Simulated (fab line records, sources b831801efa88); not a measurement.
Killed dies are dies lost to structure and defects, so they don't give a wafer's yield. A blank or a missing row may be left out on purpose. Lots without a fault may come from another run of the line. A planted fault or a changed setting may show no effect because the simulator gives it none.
fab line records | flow sky130
record lots=7 wafers=21 last_day=50
route steps=708 shown FIELD_ISO@21 NWELL@32 DNWELL@35 PWDE@45 PAD_OPEN@708
lots that met no fault: from a run of the same line without faults
start_h: hours from the record's first day to the start of the lot's first wafer shown | wait_h: hours since the lot's step before | " the same as in the row above | L1.1+2: a row that stands for several wafers | - no value, or no start given | * or withheld: withheld | < > ~ a bound
route shown NAME@n: a module of which the file shows steps, and the number in the route of the first | usual: mean/standard deviation of fault-free wafers | same: alike in all rows | chamber/n: place in a boat | sites: the reading at each site | _std_site: their standard deviation | _edge_site: outer sites' mean less inner sites' | radius_mm: how far each site lies from the wafer's centre | mask NAME#n: copy n | behind: the tool/chamber that last shaped the wafer | hold: why the lot was held/for how many hours/how that ended | device: the transistor (n, p or np) that didn't switch | end of line: the same wafers' tests at the end of the route | a step without rows: its recipe alone | killed: dies lost to structure and defects at the first sort, not the wafer's yield | map: a wafer's dies, x killed, . not, _ none there
set.NAME: the setting as run; set.NAME@STEP: as run at that earlier step | model.NAME: the simulator's own value behind a step, which no gauge read
lots at some steps of the route; a table a step, a row a wafer
services: from which hour (start_h, from the record's first day; less than 0 if before it) a tool's chamber was out of use, for how many hours, and why
## steps
# step SKY_FIELD_ISO_CLEAN_20
# recipe chemistry=dHF time_s=20 dilution=100:1
# step SKY_FIELD_ISO_WET_ETCH_21
# recipe chemistry=dHF dilution=100:1 target_depth_nm=20 dry=ipa_marangoni target=SiO2 temp_c=25 time_s=400
# step SKY_FIELD_ISO_OXIDATION_22
# recipe temp_c=950 ambient=O2 stabilise_s=600 purge_s=300 target_thk_a=100 ox_time_s=623
# step SKY_FIELD_ISO_THK_MEAS_23
# recipe reads=SiO2_of_FIELD_ISO_OXIDATION_22
# usual FIELD_ISO_OXIDATION_01_THK=9.92/0.18
# columns lot.wafer tool chamber start_h wait_h FIELD_ISO_OXIDATION_01_THK[nm]
L440.4 film_metro-04 - 73.04 0.0 10.12
L440.5 " - " " 10.14
L440.6 " - " " 10.02
L443.3 film_metro-03 - 88.13 0.0 9.62
L443.5 " - " " 9.74
L443.6 " - " " 9.59
L448.1 film_metro-02 - 116.24 0.0 10.02
L448.4 " - " " 10.08
L448.6 " - " " 10.22
L449.2 film_metro-02 - 122.79 0.0 9.76
L449.5 " - " " 9.70
L449.6 " - " " 9.76
L451.3 film_metro-04 - 130.02 0.0 9.86
L451.5 " - " " 9.80
L451.6 " - " " 9.88
L453.1 film_metro-04 - 142.60 0.0 9.96
L453.2 " - " " 9.99
L453.5 " - " " 9.94
L454.1 film_metro-04 - 148.63 0.0 9.64
L454.3 " - " " 9.50
L454.6 " - " " 9.60
# step SKY_FIELD_ISO_CVD_24
# recipe material=SiO2 target_thk_nm=595 temp_c=650 sigma_open_frac=0.3 time_s=99.2 sih4_flow_sccm=60 pressure_mtorr=6
# step SKY_FIELD_ISO_THK_MEAS_25
# recipe reads=SiO2_of_FIELD_ISO_CVD_24
# usual FIELD_ISO_CVD_24_THK=592/6.8
# columns lot.wafer tool chamber start_h wait_h FIELD_ISO_CVD_24_THK[nm]
L440.4 film_metro-03 - 73.17 0.0 592
L440.5 " - " " 586
L440.6 " - " " 589
L443.3 film_metro-02 - 88.26 0.1 592
L443.5 " - " " 591
L443.6 " - " " 582
L448.1 film_metro-04 - 116.37 0.0 598
L448.4 " - " " 593
L448.6 " - " " 597
L449.2 film_metro-04 - 122.92 0.0 583
L449.5 " - " " 590
L449.6 " - " " 587
L451.3 film_metro-02 - 130.15 0.1 589
L451.5 " - " " 597
L451.6 " - " " 604
L453.1 film_metro-04 - 142.73 0.0 596
L453.2 " - " " 592
L453.5 " - " " 590
L454.1 film_metro-04 - 148.76 0.0 587
L454.3 " - " " 587
L454.6 " - " " 589
# step SKY_FIELD_ISO_ANNEAL_26
# recipe temp_c=1000 time_s=1800 ambient=N2
# step SKY_FIELD_ISO_CMP_27
# recipe stop_on=Si3N4 t_overpolish_s=16 down_force_psi=4 platen_rpm=60 target_thk_nm=457.8 pad_velocity_m_s=0.94248
# usual motor_current_A=12.1/1.1 overpolish_run_s=16.000/0.0096 slurry_filter_dp_kPa=13.49/0.14 time_to_endpoint_s=110/6.6
# columns lot.wafer tool chamber start_h wait_h motor_current_A overpolish_run_s slurry_filter_dp_kPa time_to_endpoint_s
L440.4 cmp-02 1 74.85 0.1 11.6 16.003 13.24 111
L440.5 " 2 " " 10.8 15.995 13.42 102
L440.6 " 3 " " 11.0 16.011 13.50 101
L443.3 cmp-02 1 89.89 0.1 11.5 16.011 13.56 110
L443.5 " 0 " " 13.0 15.986 13.18 111
L443.6 " 1 " " 11.2 15.995 13.39 111
L448.4 cmp-02 0 118.90 0.1 12.6 16.001 13.50 110
L448.1 " 2 " " 11.2 15.996 13.44 104
L448.6 " 3 " " 10.2 16.002 13.57 108
L449.2 cmp-01 1 127.38 0.1 11.6 16.003 13.39 105
L449.5 " 0 " " 12.4 15.994 13.50 114
L449.6 " 1 " " 11.7 15.993 13.44 107
L451.3 cmp-01 1 132.94 0.1 10.9 15.998 13.52 109
L451.5 " 3 " " 13.9 16.003 13.32 118
L451.6 " 0 " " 13.0 15.990 13.56 120
L453.2 cmp-01 2 146.03 0.1 12.5 16.006 13.61 110
L453.1 " 3 " " 14.0 15.986 13.37 121
L453.5 " 2 " " 12.2 16.009 13.67 110
L454.3 cmp-01 2 151.57 0.1 12.3 15.987 13.46 107
L454.1 " 0 " " 12.1 15.989 13.43 115
L454.6 " 1 " " 11.8 16.001 13.77 105
# step SKY_FIELD_ISO_WET_ETCH_28
# recipe chemistry=dHF target_depth_nm=23.7 target=SiO2 dilution=10:1 temp_c=25 time_s=47
# step SKY_FIELD_ISO_WET_ETCH_29
# recipe chemistry=H3PO4 target_depth_nm=160 target=Si3N4 temp_c=160 time_s=1825
# step SKY_FIELD_ISO_WET_ETCH_30
# recipe chemistry=dHF target_depth_nm=25 target=SiO2 dilution=10:1 temp_c=25 time_s=50
# step SKY_NWELL_CLEAN_00
# recipe chemistry=SC1/SC2 mix=1:4:20 temp_c=70 time_s=150 dry=n2_spin
# step SKY_NWELL_OXIDATION_01
# recipe temp_c=900 ambient=O2 stabilise_s=600 purge_s=300 target_thk_a=100 ox_time_s=1418
# usual spike_tc_upper_C=900.1/1 zone_power_upper_pct=17.9/0.46
# same purge_s=300
# columns lot.wafer tool chamber start_h wait_h spike_tc_upper_C zone_power_upper_pct
L440.4 furnace-01 0 75.95 0.3 901.0 17.3
L440.5 " 0 " " 899.9 17.3
L440.6 " 0 " " 900.8 17.2
L440.4 furnace-02 0 77.81 0.5 899.1 18.1
L440.5 " 0 " " 899.9 18.3
L440.6 " 0 " " 900.7 18.2
L443.3 furnace-02 0 92.42 1.7 899.6 18.4
L443.5 " 0 " " 900.1 18.5
L443.6 " 0 " " 900.2 18.2
L443.3 furnace-01 0 94.13 0.3 899.2 17.1
L443.5 " 0 " " 900.0 17.4
L443.6 " 0 " " 900.1 17.2
L448.1 furnace-01 0 121.86 2.1 899.0 17.5
L448.4 " 0 " " 901.2 17.4
L448.6 " 0 " " 900.8 17.3
L448.1 furnace-01 0 124.51 1.2 901.0 17.3
L448.4 " 0 " " 901.0 17.4
L448.6 " 0 " " 900.3 17.7
L449.2 furnace-01 0 129.95 1.7 901.0 17.3
L449.5 " 0 " " 899.0 17.5
L449.6 " 0 " " 902.1 17.5
L451.3 furnace-02 0 135.10 1.3 899.5 18.1
L451.5 " 0 " " 900.1 18.4
L451.6 " 0 " " 898.1 18.3
L453.1 furnace-02 0 148.63 1.7 899.8 18.1
L453.2 " 0 " " 899.5 18.2
L453.5 " 0 " " 899.6 18.4
L454.1 furnace-02 0 152.69 0.2 900.9 18.0
L454.3 " 0 " " 899.7 18.3
L454.6 " 0 " " 897.4 18.3
# step SKY_NWELL_THK_MEAS_02
# recipe reads=SiO2_of_NWELL_OXIDATION_01
# usual NWELL_OXIDATION_THK=9.94/0.21
# columns lot.wafer tool chamber start_h wait_h NWELL_OXIDATION_THK[nm]
L440.4 film_metro-04 - 79.23 0.0 15.77
L440.5 " - " " 15.91
L440.6 " - " " 15.46
L440.4 film_metro-04 - 79.46 0.2 15.74
L440.5 " - " " 15.92
L440.6 " - " " 15.46
L443.3 film_metro-04 - 95.66 0.1 15.87
L443.5 " - " " 15.96
L443.6 " - " " 15.82
L443.3 film_metro-04 - 95.88 0.2 15.87
L443.5 " - " " 16.05
L443.6 " - " " 15.81
L448.1 film_metro-04 - 125.90 0.0 16.04
L448.4 " - " " 16.15
L448.6 " - " " 16.05
L448.1 film_metro-04 - 126.13 0.2 16.01
L448.4 " - " " 16.25
L448.6 " - " " 16.05
L449.2 film_metro-01 - 131.35 0.0 10.45
L449.5 " - " " 10.13
L449.6 " - " " 10.14
L451.3 film_metro-01 - 136.52 0.0 9.78
L451.5 " - " " 9.79
L451.6 " - " " 9.58
L453.1 film_metro-01 - 150.02 0.0 9.77
L453.2 " - " " 9.71
L453.5 " - " " 9.75
L454.1 film_metro-04 - 154.09 0.0 9.70
L454.3 " - " " 9.84
L454.6 " - " " 9.83
# step SKY_DNWELL_DEHYDRATE_00
# recipe temp_c=200 time_s=60
# step SKY_DNWELL_HMDS_01
# recipe prime_time_s=60 prime_temp_c=120
# step SKY_DNWELL_COAT_02
# recipe spin_rpm=2000 resist_thk_nm=3000
# step SKY_DNWELL_SOFTBAKE_03
# recipe temp_c=110 time_s=withheld
# step SKY_DNWELL_EXPOSE_04
# recipe mask_id=DNM na=0.57 target_cd_nm=3000 dose_mj=222
# step SKY_DNWELL_PEB_05
# recipe temp_c=115 time_s=withheld
# step SKY_DNWELL_DEVELOP_06
# recipe wall_angle_deg=90 developer=TMAH develop_time_s=60 dev_temp_c=22.1
# step SKY_DNWELL_IMPLANT_07
# recipe species=P energy_kev=withheld dose_cm2=withheld tilt_deg=withheld
# step SKY_DNWELL_STRIP_08
# recipe chemistry=O2/N2 power_w=1400 pressure_mtorr=1500 platen_temp_c=withheld o2_flow_sccm=3000 n2_flow_sccm=300 overash_fraction=0.5
# usual drypump_motor_current_A=5.6/0.39 oes_product_au=0.722/0.0039 strip_time_to_endpoint_s=36.91/0.1
# columns lot.wafer tool chamber start_h wait_h drypump_motor_current_A oes_product_au rf_hours_counter_h strip_time_to_endpoint_s
L440.4 plasma_asher-01 0 94.34 0.1 5.6 0.720 - 36.97
L440.5 " 0 " " 5.6 0.720 - 36.93
L440.6 " 1 " " 4.9 0.728 - 37.02
L443.3 plasma_asher-01 0 111.16 0.1 5.6 0.725 - 36.99
L443.5 " 1 " " 4.9 0.716 - 37.05
L443.6 " 0 " " 5.6 0.719 - 37.00
L448.1 plasma_asher-03 0 141.43 0.1 5.7 0.723 45 36.86
L448.4 " 0 " " 5.6 0.721 - 36.92
L448.6 " 1 " " 5.2 0.718 - 36.90
L449.2 plasma_asher-01 0 148.90 0.1 5.6 0.721 34 37.00
L449.5 " 1 " " 4.9 0.726 - 36.89
L449.6 " 0 " " 5.6 0.726 - 36.90
L451.3 plasma_asher-03 1 153.49 0.1 5.2 0.724 - 37.02
L451.5 " 0 " " 5.6 0.722 - 36.99
L451.6 " 1 " " 5.2 0.723 - 36.91
L453.1 plasma_asher-01 1 169.28 0.1 4.9 0.721 35 36.93
L453.2 " 0 " " 5.6 0.727 35 36.95
L453.5 " 0 " " 5.6 0.721 - 36.87
L454.1 plasma_asher-04 1 174.65 0.1 6.1 0.724 49 36.76
L454.3 " 0 " " 5.8 0.721 - 36.77
L454.6 " 1 " " 6.1 0.722 - 36.85
# step SKY_DNWELL_TW_MEAS_09
# usual DNWELL_TW=1122/16
# columns lot.wafer tool chamber start_h wait_h DNWELL_TW
L440.4 film_metro-04 - 94.44 0.1 1134
L440.5 " - " " 1129
L440.6 " - " " 1124
L443.3 film_metro-04 - 111.25 0.1 1133
L443.5 " - " " 1137
L443.6 " - " " 1138
L448.1 film_metro-04 - 141.53 0.1 1139
L448.4 " - " " 1132
L448.6 " - " " 1133
L449.2 film_metro-04 - 149.01 0.1 1137
L449.5 " - " " 1129
L449.6 " - " " 1126
L451.3 film_metro-03 - 153.57 0.1 1119
L451.5 " - " " 1121
L451.6 " - " " 1123
L453.1 film_metro-04 - 169.38 0.1 1123
L453.2 " - " " 1123
L453.5 " - " " 1131
L454.1 film_metro-04 - 174.75 0.1 1125
L454.3 " - " " 1125
L454.6 " - " " 1125
# step SKY_PWDE_DEHYDRATE_00
# recipe temp_c=200 time_s=60
# step SKY_PWDE_HMDS_01
# recipe prime_time_s=60 prime_temp_c=120
# step SKY_PWDE_COAT_02
# recipe spin_rpm=2000 resist_thk_nm=3000
# step SKY_PWDE_SOFTBAKE_03
# recipe temp_c=110 time_s=withheld
# step SKY_PWDE_EXPOSE_04
# recipe mask_id=PWDEM na=0.6 source_shape=conventional sigma_outer=0.6 polarization=unpolarized target_cd_nm=840 dose_mj=214
# step SKY_PWDE_PEB_05
# recipe temp_c=115 time_s=withheld
# step SKY_PWDE_DEVELOP_06
# recipe wall_angle_deg=90 developer=TMAH develop_time_s=60 dev_temp_c=23
# step SKY_PWDE_OVL_MEAS_07
# usual PWDE_OVL=-0.6/1.2
# columns lot.wafer tool chamber start_h wait_h PWDE_OVL[nm]
L440.4 overlay-02 - 111.77 - -1.8
L440.5 " - " " -1.3
L440.6 " - " " -1.4
L443.3 overlay-02 - 129.86 - -2.6
L443.5 " - " " -2.2
L443.6 " - " " -1.5
L448.1 overlay-02 - 157.95 - -1.9
L448.4 " - " " -2.7
L448.6 " - " " -2.8
L449.2 overlay-02 - 167.76 - -2.9
L449.5 " - " " -2.1
L449.6 " - " " -1.7
L451.3 overlay-02 - 172.26 - -1.6
L451.5 " - " " -0.7
L451.6 " - " " -2.1
L453.1 overlay-02 - 189.65 - 0.5
L453.2 " - " " -0.6
L453.5 " - " " 0.0
L454.1 overlay-01 - 194.65 - -1.1
L454.3 " - " " -2.2
L454.6 " - " " -2.7
# step SKY_PWDE_IMPLANT_08
# recipe species=B energy_kev=150 dose_cm2=3.6e+12 tilt_deg=withheld
# step SKY_PWDE_STRIP_09
# recipe chemistry=O2/N2 power_w=1400 pressure_mtorr=1500 platen_temp_c=withheld o2_flow_sccm=3000 n2_flow_sccm=300 overash_fraction=0.5
# usual drypump_motor_current_A=5.31/0.28 oes_product_au=0.723/0.0043 strip_time_to_endpoint_s=36.95/0.11
# columns lot.wafer tool chamber start_h wait_h drypump_motor_current_A oes_product_au rf_hours_counter_h strip_time_to_endpoint_s
L440.4 plasma_asher-03 0 111.97 0.1 5.66 0.722 - 36.77
L440.5 " 1 " " 5.16 0.731 - 36.89
L440.6 " 0 " " 5.67 0.727 - 36.82
L443.3 plasma_asher-01 1 130.07 0.1 4.91 0.725 - 36.80
L443.5 " 1 " " 4.93 0.715 - 36.86
L443.6 " 0 " " 5.56 0.718 - 36.74
L448.1 plasma_asher-01 1 158.14 0.1 4.92 0.728 34 36.80
L448.4 " 1 " " 4.92 0.723 - 37.00
L448.6 " 1 " " 4.93 0.722 - 36.98
L449.2 plasma_asher-03 1 167.94 0.1 5.16 0.723 47 37.09
L449.5 " 1 " " 5.14 0.736 - 36.94
L449.6 " 0 " " 5.64 0.722 - 37.14
L451.3 plasma_asher-03 0 172.47 0.1 5.67 0.714 - 37.03
L451.5 " 1 " " 5.17 0.719 - 36.88
L451.6 " 0 " " 5.65 0.724 - 36.98
L453.1 plasma_asher-01 1 189.84 0.1 4.91 0.726 37 36.93
L453.2 " 0 " " 5.57 0.728 37 36.88
L453.5 " 0 " " 5.57 0.717 - 36.95
L454.1 plasma_asher-01 0 194.84 0.1 5.56 0.720 38 37.13
L454.3 " 1 " " 4.92 0.723 - 36.99
L454.6 " 0 " " 5.56 0.721 - 37.02
# step SKY_PWDE_TW_MEAS_10
# usual PWDE_TW=374/5.9
# columns lot.wafer tool chamber start_h wait_h PWDE_TW
L440.4 film_metro-01 - 112.07 0.1 368
L440.5 " - " " 366
L440.6 " - " " 367
L443.3 film_metro-01 - 130.16 0.1 367
L443.5 " - " " 368
L443.6 " - " " 369
L448.1 film_metro-03 - 158.24 0.1 378
L448.4 " - " " 379
L448.6 " - " " 377
L449.2 film_metro-04 - 168.05 0.1 380
L449.5 " - " " 378
L449.6 " - " " 379
L451.3 film_metro-01 - 172.56 0.1 365
L451.5 " - " " 364
L451.6 " - " " 367
L453.1 film_metro-03 - 189.94 0.1 376
L453.2 " - " " 379
L453.5 " - " " 377
L454.1 film_metro-04 - 194.94 0.1 379
L454.3 " - " " 376
L454.6 " - " " 377
# step SKY_NWELL_DEHYDRATE_03
# recipe temp_c=200 time_s=60
# step SKY_NWELL_HMDS_04
# recipe prime_time_s=60 prime_temp_c=120
# step SKY_NWELL_COAT_05
# recipe spin_rpm=2000 resist_thk_nm=3000
# step SKY_NWELL_SOFTBAKE_06
# recipe temp_c=110 time_s=withheld
# step SKY_NWELL_EXPOSE_07
# recipe mask_id=NWM na=0.6 source_shape=conventional sigma_outer=0.6 polarization=unpolarized target_cd_nm=840 dose_mj=255
# step SKY_NWELL_PEB_08
# recipe temp_c=115 time_s=withheld
# step SKY_NWELL_DEVELOP_09
# recipe wall_angle_deg=90 developer=TMAH develop_time_s=60 dev_temp_c=23
# step SKY_NWELL_CLEAN_27
# recipe chemistry=SC1/SC2 mix=1:4:20 temp_c=70 time_s=150 dry=n2_spin
# columns lot.wafer tool chamber start_h wait_h model.SiO2_of_NWELL_OXIDATION_01.thk_nm
L440.4 wet_bench-01 3 149.23 0.9 15.45
L440.5 " 3 " " 15.57
L440.6 " 3 " " 15.11
L443.3 wet_bench-01 0 170.10 2.4 15.53
L443.5 " 0 " " 15.69
L443.6 " 0 " " 15.47
L448.1 wet_bench-04 3 202.94 2.1 15.69
L448.4 " 3 " " 15.86
L448.6 " 3 " " 15.71
L449.2 wet_bench-01 2 210.05 0.0 10.05
L449.5 " 2 " " 9.82
L449.6 " 2 " " 9.813
L451.3 wet_bench-04 2 215.14 0.0 9.43
L451.5 " 2 " " 9.442
L451.6 " 2 " " 9.241
L453.1 wet_bench-01 1 233.67 0.1 9.484
L453.2 " 1 " " 9.429
L453.5 " 1 " " 9.437
L454.1 wet_bench-01 1 240.34 0.1 9.318
L454.3 " 1 " " 9.481
L454.6 " 1 " " 9.489
# step SKY_PAD_OPEN_PROBE_99
# usual killed_at_M0_to_M3=44/7.1 killed_at_M4_up=3.1/1.8 killed_at_contacts=24/5.3 killed_at_front_end=15/4.5 killed_at_other=0.2/0.42 killed_dies=86/9.6 killed_open=46/6.9 killed_short=40/6.4
# same gross_dies=492 killed_at_back_side=0
# columns lot.wafer tool chamber start_h wait_h killed_at_M0_to_M3 killed_at_M4_up killed_at_contacts killed_at_front_end killed_at_other killed_dies killed_open killed_short model.etest.nfet_16v.r_on_ohm_um model.etest.tip_p.rs_ohm_sq model.etest.pfet_01v8.r_on_ohm_um model.etest.pfet_g5v0d10v5.r_on_ohm_um model.etest.res_pwell_under_gate.rs_ohm_sq model.etest.pfet_01v8_mvt.drive_ua_um model.etest.pfet_01v8.drive_ua_um model.etest.pfet_g5v0d10v5.drive_ua_um
L440.4 prober-02 - 1136.35 0.2 43 6 20 26 0 95 46 49 1.378e+04 7006 3143 4845 2302 132.8 173 332.4
L440.5 prober-02 - 1136.40 0.2 42 2 24 25 0 93 50 43 1.368e+04 7034 3183 4906 2282 132.7 169.5 329
L440.6 prober-02 - 1136.45 0.2 44 1 23 12 0 80 42 38 1.385e+04 7017 3094 4875 2291 136.1 175.3 333.5
L443.3 prober-02 - 1142.34 0.2 52 1 29 15 0 97 53 44 1.34e+04 6978 3024 4826 2313 139.3 182.5 337.8
L443.5 prober-02 - 1142.44 0.2 40 2 23 15 0 80 49 31 1.338e+04 6935 3018 4777 2318 139.4 180.4 334.9
L443.6 prober-02 - 1142.49 0.2 43 1 28 9 1 82 41 41 1.33e+04 6969 3000 4703 2305 140.5 181.5 341.5
L448.1 prober-01 - 1161.47 0.1 61 2 28 12 1 104 58 46 1.378e+04 7135 3056 4749 2309 135.2 176.7 340
L448.4 prober-01 - 1161.62 0.2 41 1 31 14 0 87 53 34 1.369e+04 7140 3044 4814 2306 137.4 181 340
L448.6 prober-01 - 1161.72 0.2 44 3 26 19 0 92 42 50 1.368e+04 7103 3103 4819 2308 134.4 175.2 337.8
L449.2 prober-01 - 1194.35 0.1 38 11 26 9 0 84 41 43 1.385e+04 6781 2989 4862 2286 147 187.9 332.1
L449.5 prober-01 - 1194.50 0.2 32 0 18 18 0 68 39 29 1.398e+04 6744 2778 4704 2282 154.6 201.9 344
L449.6 prober-01 - 1194.55 0.2 42 2 17 11 0 72 42 30 1.385e+04 6786 2854 4734 2280 150.8 197.1 342.1
L453.1 prober-01 - 1196.83 0.1 59 2 27 13 0 101 52 49 1.418e+04 6722 2824 4734 2293 156.2 196.9 345.4
L453.2 prober-01 - 1196.88 0.1 36 4 21 16 1 78 38 40 1.4e+04 6633 2880 4725 2294 154.2 195.5 342.3
L453.5 prober-01 - 1197.03 0.2 61 3 32 8 2 106 54 52 1.413e+04 6713 2877 4679 2302 155.9 196.1 346.9
L454.1 prober-02 - 1196.92 0.1 45 4 25 21 0 95 45 50 1.431e+04 6651 2962 4824 2286 150.8 186.7 338.8
L454.3 prober-02 - 1197.02 0.2 49 3 29 8 1 90 47 43 1.411e+04 6695 2799 4706 2292 158.2 202.6 342.6
L454.6 prober-02 - 1197.17 0.2 53 3 18 25 0 99 53 46 1.41e+04 6621 2824 4721 2290 155.6 197 345.1
L451.3 prober-01 - 1198.43 0.2 41 3 17 16 0 77 32 45 1.406e+04 6858 2907 4826 2272 150.1 192.6 336.6
L451.5 prober-01 - 1198.53 0.2 57 1 30 19 0 107 66 41 1.426e+04 6749 2984 4875 2293 147.3 186.7 332.7
L451.6 prober-01 - 1198.58 0.2 48 1 25 13 0 87 46 41 1.41e+04 6820 2905 4758 2284 151.1 193.2 336.5
# killed by level:class
L440.4 VIA2:geometric_particle:open=10 POLY_GATE:geometric_particle:short=8 CONTACT:geometric_particle:open=7 METAL2:geometric_particle:short=7 FIELD_ISO:geometric_particle:open=6 VIA3:geometric_particle:open=6 FIELD_ISO:geometric_particle:short=5 LI_CONTACT:geometric_particle:open=5
L440.5 VIA2:geometric_particle:open=8 VIA3:geometric_particle:open=8 POLY_GATE:geometric_particle:open=7 VIA2:geometric_particle:short=6 POLY_GATE:geometric_particle:short=6 LI_CONTACT:geometric_particle:open=6 VIA1:geometric_particle:open=5 LI_CONTACT:geometric_particle:short=5
L440.6 CONTACT:geometric_particle:open=10 METAL2:geometric_particle:short=9 VIA3:geometric_particle:open=8 VIA1:geometric_particle:open=6 FIELD_ISO:geometric_particle:open=4 VIA2:geometric_particle:short=4 CONTACT:geometric_particle:short=4 VIA3:geometric_particle:short=4
L443.3 LI_CONTACT:geometric_particle:open=11 VIA2:geometric_particle:open=10 VIA1:geometric_particle:open=9 VIA3:geometric_particle:open=8 CONTACT:geometric_particle:open=7 VIA2:geometric_particle:short=7 CONTACT:geometric_particle:short=6 METAL1:geometric_particle:short=6
L443.5 VIA3:geometric_particle:open=8 VIA2:geometric_particle:open=8 CONTACT:geometric_particle:open=7 LI_CONTACT:geometric_particle:open=6 VIA1:geometric_particle:open=6 CONTACT:geometric_particle:short=4 VIA1:geometric_particle:short=4 METAL2:geometric_particle:short=4
L443.6 VIA1:geometric_particle:open=10 LI_CONTACT:geometric_particle:open=7 LOCAL_INTERCONNECT:geometric_particle:short=6 VIA2:geometric_particle:open=6 CONTACT:geometric_particle:short=5 CONTACT:geometric_particle:open=5 VIA1:geometric_particle:short=5 METAL3:geometric_particle:short=5
L448.1 VIA1:geometric_particle:open=17 CONTACT:geometric_particle:open=10 VIA1:geometric_particle:short=9 LI_CONTACT:geometric_particle:open=8 CONTACT:geometric_particle:short=7 METAL2:geometric_particle:short=7 VIA3:geometric_particle:open=7 VIA2:geometric_particle:open=6
L448.4 LI_CONTACT:geometric_particle:open=11 CONTACT:geometric_particle:open=11 VIA1:geometric_particle:open=8 FIELD_ISO:geometric_particle:short=6 VIA3:geometric_particle:open=6 VIA2:geometric_particle:open=6 METAL1:geometric_particle:short=5 VIA1:geometric_particle:short=5
L448.6 CONTACT:geometric_particle:short=10 VIA1:geometric_particle:short=8 VIA2:geometric_particle:open=8 CONTACT:geometric_particle:open=7 METAL1:geometric_particle:short=7 VIA1:geometric_particle:open=7 FIELD_ISO:geometric_particle:short=5 LI_CONTACT:geometric_particle:open=5
L449.2 VIA1:geometric_particle:open=11 CONTACT:geometric_particle:open=10 METAL4:geometric_particle:short=8 VIA1:geometric_particle:short=6 LI_CONTACT:geometric_particle:open=5 VIA2:geometric_particle:open=5 LOCAL_INTERCONNECT:geometric_particle:short=4 CONTACT:geometric_particle:short=4
L449.5 VIA1:geometric_particle:open=9 LI_CONTACT:geometric_particle:open=7 FIELD_ISO:geometric_particle:short=6 CONTACT:geometric_particle:open=5 VIA2:geometric_particle:open=5 POLY_GATE:geometric_particle:short=4 VIA1:geometric_particle:short=4 VIA3:geometric_particle:open=4
L449.6 LI_CONTACT:geometric_particle:open=11 VIA1:geometric_particle:open=7 VIA1:geometric_particle:short=7 VIA3:geometric_particle:open=5 METAL1:geometric_particle:open=4 VIA2:geometric_particle:open=4 POLY_GATE:geometric_particle:open=3 CONTACT:geometric_particle:open=3
L453.1 VIA1:geometric_particle:open=13 CONTACT:geometric_particle:open=9 VIA1:geometric_particle:short=9 CONTACT:geometric_particle:short=8 LI_CONTACT:geometric_particle:open=7 METAL1:geometric_particle:short=7 VIA2:geometric_particle:open=6 VIA3:geometric_particle:open=6
L453.2 VIA1:geometric_particle:open=7 METAL3:geometric_particle:short=7 VIA3:geometric_particle:open=7 LI_CONTACT:geometric_particle:open=6 CONTACT:geometric_particle:open=6 FIELD_ISO:geometric_particle:short=5 POLY_GATE:geometric_particle:short=4 CONTACT:geometric_particle:short=4
L454.1 VIA1:geometric_particle:open=10 VIA2:geometric_particle:open=9 CONTACT:geometric_particle:short=7 FIELD_ISO:geometric_particle:short=6 LI_CONTACT:geometric_particle:open=6 CONTACT:geometric_particle:open=6 METAL1:geometric_particle:short=6 POLY_GATE:geometric_particle:open=5
L454.3 LI_CONTACT:geometric_particle:open=10 METAL1:geometric_particle:short=8 CONTACT:geometric_particle:open=7 VIA2:geometric_particle:open=7 LOCAL_INTERCONNECT:geometric_particle:short=6 METAL2:geometric_particle:short=6 VIA3:geometric_particle:open=6 VIA1:geometric_particle:short=5
L453.5 VIA1:geometric_particle:open=16 VIA1:geometric_particle:short=11 CONTACT:geometric_particle:open=11 VIA3:geometric_particle:open=9 LOCAL_INTERCONNECT:geometric_particle:short=8 LI_CONTACT:geometric_particle:open=6 METAL2:geometric_particle:short=5 VIA2:geometric_particle:short=4
L454.6 VIA1:geometric_particle:open=14 VIA2:geometric_particle:open=10 VIA3:geometric_particle:open=8 FIELD_ISO:geometric_particle:short=6 LOCAL_INTERCONNECT:geometric_particle:short=6 CONTACT:geometric_particle:short=5 POLY_GATE:geometric_particle:short=4 SPACER:geometric_particle:short=4
L451.3 VIA1:geometric_particle:open=8 METAL1:geometric_particle:short=7 METAL2:geometric_particle:short=7 LI_CONTACT:geometric_particle:open=6 FIELD_ISO:geometric_particle:open=5 VIA3:geometric_particle:open=5 CONTACT:geometric_particle:open=5 VIA1:geometric_particle:short=5
L451.5 VIA1:geometric_particle:open=19 VIA3:geometric_particle:open=11 LI_CONTACT:geometric_particle:open=11 CONTACT:geometric_particle:open=11 METAL1:geometric_particle:short=8 POLY_GATE:geometric_particle:short=6 VIA2:geometric_particle:open=6 VIA1:geometric_particle:short=5
L451.6 VIA1:geometric_particle:open=11 LI_CONTACT:geometric_particle:open=8 VIA2:geometric_particle:open=8 METAL1:geometric_particle:short=7 LI_CONTACT:geometric_particle:short=5 CONTACT:geometric_particle:open=5 VIA3:geometric_particle:short=5 METAL2:geometric_particle:short=4
## services
# columns tool chamber start_h hours kind
cmp-02 - 64.00 4.0 pm
plasma_asher-04 - 75.00 0.8 repair
plasma_asher-04 - 94.31 2.7 repair
furnace-02 - 95.01 3.5 pm
cmp-01 - 110.19 7.2 pm
cmp-02 - 111.21 4.0 repair
furnace-01 - 119.13 2.7 pm
cmp-01 - 124.94 1.4 repair
cmp-02 - 129.87 0.6 repair
cmp-01 - 133.22 0.5 repair
furnace-02 - 138.01 3.7 pm
cmp-01 - 138.68 1.9 repair
cmp-02 - 144.95 12.7 pm
cmp-02 - 167.18 1.1 repair
cmp-01 - 169.99 0.4 repair
furnace-02 - 180.98 3.3 pm
plasma_asher-03 - 188.43 1.6 repair
plasma_asher-01 - 188.45 0.8 repair
cmp-02 - 207.27 5.3 pm
plasma_asher-04 - 219.17 2.1 repair
furnace-01 - 225.08 2.8 pm
cmp-01 - 232.00 4.0 pm
cmp-01 - 236.00 - consumable_replace:conditioner
cmp-01 - 236.00 - consumable_replace:pad
## key
first_sign step=SKY_NWELL_OXIDATION_01 reading=visit direction=added
effect step=SKY_NWELL_THK_MEAS_02 reading=visit direction=added
effect step=SKY_NWELL_THK_MEAS_02 reading=NWELL_OXIDATION_THK direction=up sigmas=29 usual=9.94 struck=15.89
model_effect step=SKY_NWELL_CLEAN_27 value=SiO2_of_NWELL_OXIDATION_01.thk_nm without=9.419 struck=15.56
model_effect step=SKY_PAD_OPEN_PROBE_99 value=etest.nfet_16v.r_on_ohm_um without=1.403e+04 struck=1.361e+04
met_at SKY_NWELL_OXIDATION_01
struck_wafers L440.4,L440.5,L440.6,L443.3,L443.5,L443.6,L448.1,L448.4,L448.6
tester_left_out L440,L443,L448
fault kind=repeated_step_whole tool=furnace-01,furnace-02 chamber=- onset_h=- steps=SKY_NWELL_OXIDATION_01 times=1 scope=struck_lots_only
# tester_left_out: of these lots the tester's yield and bins aren't shown, on N5 and GAA mostly nor the transistor test; their killed dies are dies lost to structure and defects alone, not to doping, threshold or leakage, so they don't give the yield
